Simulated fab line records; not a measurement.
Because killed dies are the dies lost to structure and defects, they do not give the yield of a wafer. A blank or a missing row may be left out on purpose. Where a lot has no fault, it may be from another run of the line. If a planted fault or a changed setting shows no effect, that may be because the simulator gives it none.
Which tool is to blame? + flow sfq-line + 14 lots, 41 wafers sampled, at 1 step of a route of 325

## WHAT THE GAUGES READ, wafer by wafer
SFQ_L0_RS_MEAS_901: measurement is done with a four-point probe. Usual: L0_MONX_KI_RS gives 43.6 ohm/sq (standard deviation 0.61).
| lot  | measured    | on            | L0_MONX_KI_RS (ohm/sq) | flag |
|------|-------------|---------------|------------------------|------|
| L417 | day 1 12:37 | film-metro-04 | 42.7 42.4 42.9         |      |
| L418 | day 1 17:36 | film-metro-01 | 44.0 43.9 43.8         |      |
| L419 | day 1 22:36 | film-metro-01 | 43.8 43.8 44.4         |      |
| L422 | day 2 13:35 | film-metro-03 | 43.7 43.9 44.5         |      |
| L423 | day 2 18:34 | film-metro-01 | 43.7 44.1 43.8         |      |
| L424 | day 2 23:36 | film-metro-03 | 44.5 44.2              |      |
| L425 | day 3 04:35 | film-metro-01 | 44.1 44.0 43.8         |      |
| L426 | day 3 09:34 | film-metro-03 | 43.7 42.5 42.5         |      |
| L427 | day 3 14:34 | film-metro-01 | 42.5 42.7 42.5         |      |
| L428 | day 3 19:34 | film-metro-01 | 43.0 42.8 42.3         |      |
| L433 | day 4 20:37 | film-metro-03 | 44.2 44.2 43.9         |      |
| L434 | day 5 01:34 | film-metro-01 | 43.3 43.7 43.6         |      |
| L435 | day 5 06:34 | film-metro-03 | 43.6 43.5 43.8         |      |
| L436 | day 5 11:35 | film-metro-03 | 43.3 42.8 43.3         |      |

## TOOL THAT RAN EACH LOT (tool first, then ch and the chambers of the sampled wafers, then the start)
The record holds no process step before these readings.

## WHAT THE TOOLS THEMSELVES READ (means of the sampled wafers that have a number; where no wafer has one, the mark that the record gives instead)
The record holds no such reading with a usual standard deviation.

## THE ANSWER, worked out from the rows above alone
Rule: a lot counts as off when the mean over its wafers that have a number is more than 3 standard deviations away from the usual mean. Also off: a lot with no number at a reading for which 4 or more lots have one. Where the step has rows for the other lots, those lots are counted as sound. After the gauges, taken in route order, come the tools' own readings; for these a lot's mean is taken, as printed above. At the first step where some lot is off, the reading lying furthest off is the one used; lots without a number count as furthest.
Nothing can be told from this: no lot is off at any reading shown.

## WHAT HAD BEEN PUT IN BY THE SIMULATOR
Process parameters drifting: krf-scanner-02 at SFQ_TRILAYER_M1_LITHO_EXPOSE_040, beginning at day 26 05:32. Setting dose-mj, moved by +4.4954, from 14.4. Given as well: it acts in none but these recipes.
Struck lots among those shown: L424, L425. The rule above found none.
